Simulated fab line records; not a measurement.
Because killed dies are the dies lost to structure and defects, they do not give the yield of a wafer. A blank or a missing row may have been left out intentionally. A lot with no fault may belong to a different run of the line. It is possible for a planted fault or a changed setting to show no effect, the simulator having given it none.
One fault seen from 2 desks / flow gf180mcu / only its own numbers are on each desk; what lay behind them is given at the end

THE METROLOGY DESK
What the gauges read, lot by lot, whatever tool the lot ran on: means of the sampled wafers that have a number. Marked OUT: a lot whose mean sits more than 4 standard deviations from the usual mean, which makes it out of limits; the brackets give that distance.
Columns: A = V2_W_THK at GF_V2_THK_MEAS_25, usual 348 nm
lot=L301; first seen here=day 20 05:48; A=352
lot=L304; first seen here=day 21 15:41; A=350
lot=L307; first seen here=day 22 15:25; A=352
lot=L308; first seen here=day 22 23:07; A=347
lot=L310; first seen here=day 23 14:57; A=343
lot=L318; first seen here=day 26 09:22; A=347
lot=L319; first seen here=day 26 18:04; A=347
lot=L320; first seen here=day 26 20:02; A=350
lot=L321; first seen here=day 27 03:48; A=352
lot=L322; first seen here=day 27 12:43; A=343
lot=L323; first seen here=day 27 18:58; A=349
lot=L324; first seen here=day 27 23:35; A=347
This desk found nothing out of limits on any of the 12 lots.

AT THE TOOL OWNER'S DESK: krf_scanner-02
The tool's own readings at GF_M2_EXPOSE_11 (exposes mask Metal2, target cd 280 nm): means of the sampled wafers that have a number, for each lot that ran on this tool. Marked OUT: a lot whose mean sits more than 4 standard deviations from the usual mean, which makes it out of limits; the brackets give that distance.
Columns: A = exposure_dose_mJ_cm2 at GF_M2_EXPOSE_11, usual 28.00; B = focus_offset_nm at GF_M2_EXPOSE_11, usual -0.1 nm
lot=L301; first seen here=day 18 15:23; A=28.00; B=-0.8
lot=L304; first seen here=day 20 00:59; A=27.97; B=0.1
lot=L307; first seen here=day 21 01:28; A=27.99; B=0.4
lot=L308; first seen here=day 21 10:04; A=27.99; B=-0.2
lot=L310; first seen here=day 22 01:25; A=28.04; B=-0.6
lot=L318; first seen here=day 24 23:14; A=28.01; B=0.4
lot=L319; first seen here=day 25 08:04; A=28.00; B=0.2
lot=L321; first seen here=day 25 18:44; A=28.01; B=0.0
lot=L323; first seen here=day 26 10:20; A=27.99; B=-0.1
This desk found nothing out of limits on any of the 9 lots.

TAKEN TOGETHER
Metrology desk: nothing out of limits seen.
The desk of the tool owner found nothing out of limits.

WHAT HAD BEEN PUT IN BY THE SIMULATOR
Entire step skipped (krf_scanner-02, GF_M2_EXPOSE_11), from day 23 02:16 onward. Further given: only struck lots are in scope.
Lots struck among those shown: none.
